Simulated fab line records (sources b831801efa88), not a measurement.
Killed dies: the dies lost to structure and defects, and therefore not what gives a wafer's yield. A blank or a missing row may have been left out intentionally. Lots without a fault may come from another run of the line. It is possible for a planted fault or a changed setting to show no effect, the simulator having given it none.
A struck lot beside a sound one / flow sky130 / 18 steps out of a route of 708
Sound: wafers L814.2, L814.4, L814.6. Struck: wafers L821.1, L821.2, L821.3. Last of all comes the cause.
For every step that has rows: the tool of each side, followed by ch and its chambers, followed by its first start. Under that, the readings that differ: sound wafers / struck wafers / difference of the means / sigmas: that difference in standard deviations of wafers without a fault.
alike: a reading whose means differ by less than 2 such deviations, as well as words and numbers matching on both sides. not compared: withheld readings; readings where some wafer has no value; bounds like >300 that might hide an equal value; numbers whose values overlap and for which the record gives no deviation.
A row with sigmas, a row that says differs or no value, or rows on one side alone: a step with any of these is where the two part. Non-overlapping numbers with no deviation appear without sigmas and do not part them. A reading that every wafer of one side lacks parts them only if that side has two wafers or more.

first, 3 steps without rows for these wafers: SKY_VT_ADJUST_HVTR_EXPOSE_04 (exposes mask HVTRM, target cd 380 nm); SKY_VT_ADJUST_HVTR_PEB_05; SKY_VT_ADJUST_HVTR_DEVELOP_06 (develop time 60 s).
SKY_VT_ADJUST_HVTR_CD_MEAS_07: the cd target is 380 nm.
  sound: cd sem-01 at day 10 22:43; struck: cd sem-01 at day 11 18:48
  alike: cd nm
SKY_VT_ADJUST_HVTR_OVL_MEAS_08:
  sound: overlay-02 at day 10 22:50; struck: overlay-01 at day 11 18:55
  alike: VT_ADJUST_HVTR_OVL
then, 1 step without rows for these wafers: SKY_VT_ADJUST_HVTR_IMPLANT_09.
SKY_VT_ADJUST_HVTR_STRIP_10: strips in O2/N2.
  sound on plasma asher-04 ch 0,1, day 10 23:01; struck on plasma asher-04 ch 0,1, day 11 19:07
  alike: drypump motor current A, oes product au, strip time to endpoint s
  not compared: rf hours counter h
SKY_VT_ADJUST_HVTR_TW_MEAS_11:
  sound: film metro-02 at day 10 23:07; struck: film metro-03 at day 11 19:13
reading=VT_ADJUST_HVTR_TW; sound=216.1 216.3 215.0; struck=209.3 209.7 209.9; difference=-6.2; sigmas=-3
then, 4 steps without rows for these wafers: SKY_VT_ADJUST_PCH_DEHYDRATE_00 (time 60 s); SKY_VT_ADJUST_PCH_HMDS_01 (prime time 60 s); SKY_VT_ADJUST_PCH_COAT_02 (resist thk 3000 nm); SKY_VT_ADJUST_PCH_SOFTBAKE_03.
SKY_VT_ADJUST_PCH_EXPOSE_04: exposes mask NWM, target cd 840 nm.
  sound on iline stepper-01 ch 0, day 11 12:01; struck on iline stepper-02 ch 0, day 12 07:32
reading=model.VT_ADJUST_PCH.overlay x nm (nm); sound=-0.3828 -0.3828 -0.3828; struck=133.9 133.9 133.9; difference=+134.3; sigmas=
  alike: mask, reticle temp C, stage vel mm s
then, 2 steps without rows for these wafers: SKY_VT_ADJUST_PCH_PEB_05; SKY_VT_ADJUST_PCH_DEVELOP_06 (develop time 60 s).
SKY_VT_ADJUST_PCH_OVL_MEAS_07:
  sound: overlay-02 at day 11 23:48; struck: overlay-02 at day 12 20:17
reading=VT_ADJUST_PCH_OVL (nm); sound=2.0 0.4 0.9; struck=133.2 135.1 134.6; difference=+133.2; sigmas=+95
then, 1 step without rows for these wafers: SKY_VT_ADJUST_PCH_IMPLANT_08.
-- the record jumps here: 35 days lie between the struck wafers' starts before and after (it left off in module VT_ADJUST_PCH and takes up again in module PAD_OPEN, whose first step shown is number 708 of the route) --
SKY_PAD_OPEN_PROBE_99:
  the record has rows for the struck wafers here (prober-02, day 48 00:55) and none for the sound ones

WHERE THEY PART
At SKY_VT_ADJUST_HVTR_TW_MEAS_11 first; at SKY_PAD_OPEN_PROBE_99 last (within this record only).

WHY: what the simulator had put in
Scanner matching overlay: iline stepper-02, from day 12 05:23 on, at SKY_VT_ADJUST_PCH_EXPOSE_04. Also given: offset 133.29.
